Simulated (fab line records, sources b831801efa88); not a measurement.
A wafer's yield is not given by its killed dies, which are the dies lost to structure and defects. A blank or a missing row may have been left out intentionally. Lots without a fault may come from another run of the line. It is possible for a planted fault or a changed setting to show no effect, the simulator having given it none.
Chamber matching ; flow sky130 ; SKY_CONTACT_CMP_04 on cmp-02: 4 sister chambers
The step polishes SiO2. 14 wafers are shown with their chamber, then 7 later ones without.

WAFERS, EACH WITH ITS CHAMBER
wafer;chamber;motor_current_A (A);time_to_endpoint_s (s)
L847.1;1;14.0;84
L847.4;0;12.9;83
L847.5;1;14.0;75
L857.1;2;12.0;75
L857.3;1;13.7;82
L857.4;3;11.6;73
L863.3;3;11.3;71
L863.4;0;12.4;80
L863.6;2;11.1;76
L866.1;2;11.3;78
L866.2;1;13.9;80
L866.4;3;11.6;72
L864.1;1;13.8;85
L864.3;0;12.5;84

SIGNATURES (averages over the wafers above)
reading;chamber 0;chamber 1;chamber 2;chamber 3;scatter within a chamber
motor_current_A;12.600;13.880;11.467;11.500;0.267
time_to_endpoint_s;82.33;81.20;76.33;72.00;2.8
Rule: distance of a wafer from a chamber = root of the sum over the readings of ((wafer's reading minus chamber's mean) / reading's scatter) squared. If the next closest chamber is less than 2 further off than the closest, the wafer can't be placed; otherwise it belongs to the closest. How the scatter is found: for the shown wafers, subtract from each reading the mean of its chamber, square and add these, divide the total by (wafers less chambers), then take the root.

WAFERS WITHOUT THEIR CHAMBER
wafer;motor_current_A (A);time_to_endpoint_s (s)
L864.6;11.1;77
L862.2;12.2;83
L862.5;12.5;85
L862.6;11.1;78
L865.2;12.3;89
L865.3;11.6;75
L865.4;10.7;80

EACH ONE'S CHAMBER
wafer;from the rows above;in truth
L864.6;can't be placed: 2 or 3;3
L862.2;0;0
L862.5;0;0
L862.6;can't be placed: 2 or 3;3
L865.2;0;0
L865.3;can't be placed: 2 or 3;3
L865.4;can't be placed: 2 or 3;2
Placed correctly: 3 of 7. Not placeable from these rows: 4 (in 4, the candidates include the true chamber). Placed wrongly: 0.
